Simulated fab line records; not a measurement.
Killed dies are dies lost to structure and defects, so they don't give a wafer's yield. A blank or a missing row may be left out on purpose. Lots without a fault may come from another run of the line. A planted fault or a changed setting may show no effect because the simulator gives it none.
The tool behind it: which one? | flow sky130 | 13 lots with 39 wafers sampled at 4 steps, on a route of 708 steps

WHAT THE GAUGES SHOWED, per wafer
SKY_POLY_GATE_THK_MEAS_04.
lot  | measured     | on           | POLY_GATE_CVD_03_THK (nm)
L226 | day 15 10:16 | filmMetro-03 | 75.3 75.6 75.1
L227 | day 15 16:01 | filmMetro-04 | 74.3 74.8 74.9
L229 | day 16 05:22 | filmMetro-03 | 76.0 76.5 75.0
L231 | day 17 01:42 | filmMetro-03 | 74.1 74.1 74.4
L232 | day 17 08:08 | filmMetro-03 | 74.9 75.0 75.1
L233 | day 17 19:33 | filmMetro-04 | 76.3 75.7 75.8
L236 | day 18 23:02 | filmMetro-03 | 75.9 75.6 76.7
L239 | day 20 00:37 | filmMetro-03 | 75.4 74.4 74.9
L242 | day 21 01:55 | filmMetro-03 | 75.9 76.2 75.5
L246 | day 22 17:01 | filmMetro-01 | 75.0 75.0 74.7
L247 | day 23 15:04 | filmMetro-04 | 75.1 75.2 75.3
L248 | day 23 15:04 | filmMetro-03 | 74.8 74.6 74.3
L249 | day 24 11:31 | filmMetro-03 | 75.8 76.0 76.9

SKY_VIA1_OVL_MEAS_13.
lot  | measured     | on         | VIA1_OVL (nm)
L226 | day 34 14:39 | overlay-01 | -2 4 0
L227 | day 34 16:55 | overlay-02 | -2 0 -3
L229 | day 34 19:39 | overlay-01 | 0 2 4
L231 | day 35 13:43 | overlay-01 | 5 6 1
L232 | day 35 20:07 | overlay-01 | 1 5 3
L233 | day 36 05:48 | overlay-02 | 8 -1 4
L236 | day 37 05:05 | overlay-02 | -6 2 -7
L239 | day 38 07:09 | overlay-02 | 0 3 3
L246 | day 40 10:22 | overlay-02 | -10 -1 -7
L247 | day 40 23:49 | overlay-02 | -1 5 3
L248 | day 41 01:55 | overlay-01 | -4 -2 1
L249 | day 41 17:01 | overlay-01 | -1 -3 -7

EACH LOT AND THE TOOL THAT RAN IT (in order: tool; ch and the chambers of the sampled wafers; start)
lot  | SKY_SD_N_STRIP_11                   | SKY_METAL1_ETCH_18
L226 | plasmaAsher-03 ch 0, day 28 14:48   | rieMetal-04 ch 0, day 33 11:38
L227 | plasmaAsher-02 ch 0,1, day 28 15:06 | rieMetal-02 ch 0,1, day 33 13:17
L229 | plasmaAsher-03 ch 0,1, day 28 19:11 | rieMetal-03 ch 0,1, day 33 16:20
L231 | plasmaAsher-02 ch 0,1, day 29 16:46 | rieMetal-04 ch 0,1, day 34 11:47
L232 | plasmaAsher-01 ch 0,1, day 29 22:02 | rieMetal-03 ch 0,1, day 34 17:31
L233 | plasmaAsher-01 ch 0,1, day 30 10:00 | rieMetal-04 ch 0,1, day 35 02:55
L236 | plasmaAsher-01 ch 0,1, day 31 09:17 | rieMetal-04 ch 0,1, day 36 02:19
L239 | plasmaAsher-01 ch 0,1, day 32 14:15 | rieMetal-03 ch 0,1, day 37 04:37
L242 | plasmaAsher-02 ch 0,1, day 33 07:40 | -
L246 | plasmaAsher-01 ch 0,1, day 34 20:23 | rieMetal-03 ch 0,1, day 39 08:45
L247 | plasmaAsher-03 ch 0,1, day 35 11:06 | rieMetal-02 ch 0,1, day 39 22:44
L248 | plasmaAsher-01 ch 0,1, day 35 12:26 | rieMetal-02 ch 0,1, day 40 00:31
L249 | plasmaAsher-01 ch 0,1, day 36 04:40 | rieMetal-03 ch 1, day 40 16:00
- SKY_SD_N_STRIP_11: strips in O2/N2.
- SKY_METAL1_ETCH_18: etches BARC in N2/H2, stops on SiO2, time 45.9 s, target depth 60 nm.

WHAT THE TOOLS THEMSELVES READ (means of the sampled wafers that have a number; where no wafer has one, the mark that the record gives instead)
SKY_SD_N_STRIP_11.
lot  | tool           | chamberPressureMTorr (mTorr) | drypumpMotorCurrentA (A) | oesProductAu (a.u.) | stripTimeToEndpointS (s)
L226 | plasmaAsher-03 | 1500.8                       | 5.2                      | 0.533               | 22.56
L227 | plasmaAsher-02 | 1499.9                       | 5.4                      | 0.528               | 22.58
L229 | plasmaAsher-03 | 1498.9                       | 5.5                      | 0.532               | 22.61
L231 | plasmaAsher-02 | 1499.6                       | 5.7                      | 0.525               | 22.53
L232 | plasmaAsher-01 | 1499.7                       | 6.1                      | 0.525               | 22.49
L233 | plasmaAsher-01 | 1499.9                       | 6.1                      | 0.529               | 22.53
L236 | plasmaAsher-01 | 1499.1                       | 5.9                      | 0.526               | 22.55
L239 | plasmaAsher-01 | 1500.6                       | 5.9                      | 0.527               | 22.57
L242 | plasmaAsher-02 | 1495.0                       | 5.3                      | 0.332               | -
L246 | plasmaAsher-01 | 1499.1                       | 6.1                      | 0.530               | 22.58
L247 | plasmaAsher-03 | 1500.2                       | 5.8                      | 0.530               | 22.60
L248 | plasmaAsher-01 | 1499.5                       | 6.1                      | 0.526               | 22.50
L249 | plasmaAsher-01 | 1501.3                       | 6.1                      | 0.528               | 22.50

SKY_METAL1_ETCH_18.
lot  | tool        | drypumpMotorCurrentA (A) | oesProductAu (a.u.) | throttleValvePct (%)
L226 | rieMetal-04 | 6.6                      | 0.857               | 13.221
L227 | rieMetal-02 | 4.9                      | 0.856               | 13.225
L229 | rieMetal-03 | 5.4                      | 0.850               | 13.224
L231 | rieMetal-04 | 6.5                      | 0.855               | 13.226
L232 | rieMetal-03 | 5.4                      | 0.857               | 13.224
L233 | rieMetal-04 | 6.5                      | 0.856               | 13.233
L236 | rieMetal-04 | 6.4                      | 0.850               | 13.211
L239 | rieMetal-03 | 5.4                      | 0.856               | 13.222
L246 | rieMetal-03 | 5.4                      | 0.857               | 13.240
L247 | rieMetal-02 | 4.9                      | 0.858               | 13.224
L248 | rieMetal-02 | 4.9                      | 0.852               | 13.220
L249 | rieMetal-03 | 5.3                      | 0.854               | 13.223

THE ANSWER, worked out from the rows above alone
Rule: the usual values come from the lots themselves. The widest of any qualifying gaps counts: lots, ordered by their means at a reading, are off when they make up no more than a third of the lots, leave a main group of 4 or more, and stand apart from it by 3 or more times the standard deviation of that group's means. If all means in a main group match to the digits the tables above print for the reading, that group is not used. A lot without any number at a reading at which 4 lots or more have one is off too. Any other lot the step has rows for is counted as sound. The gauges are gone through in route order, then the tools' own readings, and for those a lot's mean is taken as printed above. At the first step where some lot is off, the reading lying furthest off is the one used; lots without a number count as furthest.
Off at SKY_SD_N_STRIP_11 (stripTimeToEndpointS): L242. Without a number there: L242. The main group: mean 22.55 s, standard deviation 0.039.
If a tool, at that step or one of the process steps before it, ran each lot that is off and ran no sound lot following the first of them, it fits. One fits: plasmaAsher-02 at SKY_SD_N_STRIP_11. A fault onset in the window from L231 (day 29 16:46, its last sound lot) to L242 (day 33 07:40, its first lot off) fits.
The tool's own readings at SKY_SD_N_STRIP_11 bear it out: on the lots that are off they differ by more than 5 times the standard deviation of the sound lots' means. chamberPressureMTorr reads 1495.0 mTorr there against 1499.9 mTorr on the sound lots; oesProductAu reads 0.332 a.u. there against 0.528 a.u. on the sound lots.
Blank at SKY_SD_N_STRIP_11 on the lots that are off, where sound lots have numbers: stripTimeToEndpointS.

WHAT THE SIMULATOR HAD PUT IN
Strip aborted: plasmaAsher-02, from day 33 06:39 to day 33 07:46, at SKY_SD_N_STRIP_11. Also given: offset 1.
Shown lots that were struck: L242. The rule above found the same.
